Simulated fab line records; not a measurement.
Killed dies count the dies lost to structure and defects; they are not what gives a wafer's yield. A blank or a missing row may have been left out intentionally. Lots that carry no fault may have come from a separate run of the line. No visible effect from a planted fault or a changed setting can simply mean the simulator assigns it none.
A struck lot beside a sound one | flow sky130 | 15 steps out of a route of 708
Sound: the wafers L567.1, L567.3, L567.6. The struck wafers were L576.2, L576.3, L576.4. At the end, the cause is stated.
Per side, at each step with rows, come the tool, then ch with its chambers, and then its first start. Under that, the readings that differ: sound wafers | struck wafers | difference of the means | sigmas: that difference in standard deviations of wafers without a fault.
alike: words and numbers the same on both sides, and readings whose means are apart by under 2 such deviations; not compared: readings that were withheld, readings missing a value for some wafer, numbers with overlapping values and no deviation given by the record, and bounds like >300 which may hide the same value.
Wherever a step has rows on one side only, a row that says differs or no value, or a row with sigmas, the two part there. When numbers do not overlap yet have no deviation, they are printed without sigmas and do not part them. A reading that every wafer of one side lacks parts them only if that side has two wafers or more.

first, 1 step without rows for these wafers: SKY_PWDE_IMPLANT_08.
SKY_PWDE_STRIP_09: strips in O2/N2.
  sound on plasmaAsher-03 ch 0,1, day 4 09:10; struck on plasmaAsher-03 ch 0,1, day 6 08:49
  alike: chamberPressureMTorr, drypumpMotorCurrentA, n2FlowSccm, oesProductAu, stripTimeToEndpointS
  not compared: rfHoursCounterH
SKY_PWDE_TW_MEAS_10:
  sound: filmMetro-01 at day 4 09:16; struck: filmMetro-04 at day 6 08:56
  alike: PWDE_TW
then, 7 steps without rows for these wafers: SKY_NWELL_DEHYDRATE_03 (time 60 s); SKY_NWELL_HMDS_04 (prime time 61.59 s); SKY_NWELL_COAT_05 (resist thk 3000 nm); SKY_NWELL_SOFTBAKE_06; SKY_NWELL_EXPOSE_07 (exposes mask NWM, target cd 840 nm); SKY_NWELL_PEB_08; SKY_NWELL_DEVELOP_09 (develop time 60 s).
SKY_NWELL_OVL_MEAS_10:
  sound: overlay-02 at day 5 02:35; struck: overlay-01 at day 7 02:35
  alike: NWELL_00_OVL
after that, 1 step had no rows for these wafers: SKY_NWELL_IMPLANT_11.
SKY_NWELL_IMPLANT_12:
  sound on implanter-03 ch 0, day 5 02:46; struck on implanter-03 ch 0, day 7 02:48
reading          | sound                           | struck                           | difference  | sigmas
doseIonsCm2      | 1.3013e+12 1.3002e+12 1.299e+12 | 1.4371e+12 1.4363e+12 1.4354e+12 | +1.3610e+11 | +91
faradayCurrentUA | 7.16 7.60 7.16                  | 8.37 8.10 8.11                   | +0.89       | +6
  alike: beamOnS
after that, 1 step had no rows for these wafers: SKY_NWELL_IMPLANT_13.
-- the record jumps here: 41 days lie between the struck wafers' starts before and after (it left off in module NWELL and takes up again in module PAD_OPEN, whose first step shown is number 708 of the route) --
SKY_PAD_OPEN_PROBE_99:
  sound: prober-01 at day 46 02:35; struck: prober-02 at day 48 13:01
reading                               | sound                   | struck                  | difference | sigmas
model.etest.pfetG5v0d10v5.offLog10AUm | -12.79 -11.97 -12.35    | -12.84 -12.97 -12.91    | -0.54      | 
model.etest.pfetG5v0d10v5.vtSatV (V)  | -0.6585 -0.5978 -0.599  | -0.6714 -0.6771 -0.683  | -0.0587    | 
model.etest.pfet_01v8_lvt.vtSatV (V)  | -0.4377 -0.4426 -0.4384 | -0.4469 -0.4479 -0.4449 | -0.0070    | 
model.etest.pfet_01v8_lvt.vtV (V)     | -0.5288 -0.5362 -0.5318 | -0.5416 -0.5378 -0.5396 | -0.0074    | 
  alike: killed_at_M0_to_M3, killed_at_M4_up, killedAtContacts, killedAtFrontEnd, killedAtOther, killedDies, killedOpen, killedShort
  not compared: model.etest.pfet_01v8_lvt.offLog10AUm, model.etest.pfet_16v.vtV, model.etest.pfetG5v0d10v5.vtV, model.etest.pfetG5v0d10v5.vtLongV

WHERE THEY PART
At SKY_NWELL_IMPLANT_12 and nowhere else, as far as this record goes. Later steps at which nothing parts them and some readings are alike: SKY_PAD_OPEN_PROBE_99.

WHY: what had been put in by the simulator
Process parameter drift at SKY_NWELL_IMPLANT_12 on implanter-03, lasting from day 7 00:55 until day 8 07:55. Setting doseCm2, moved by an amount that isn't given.
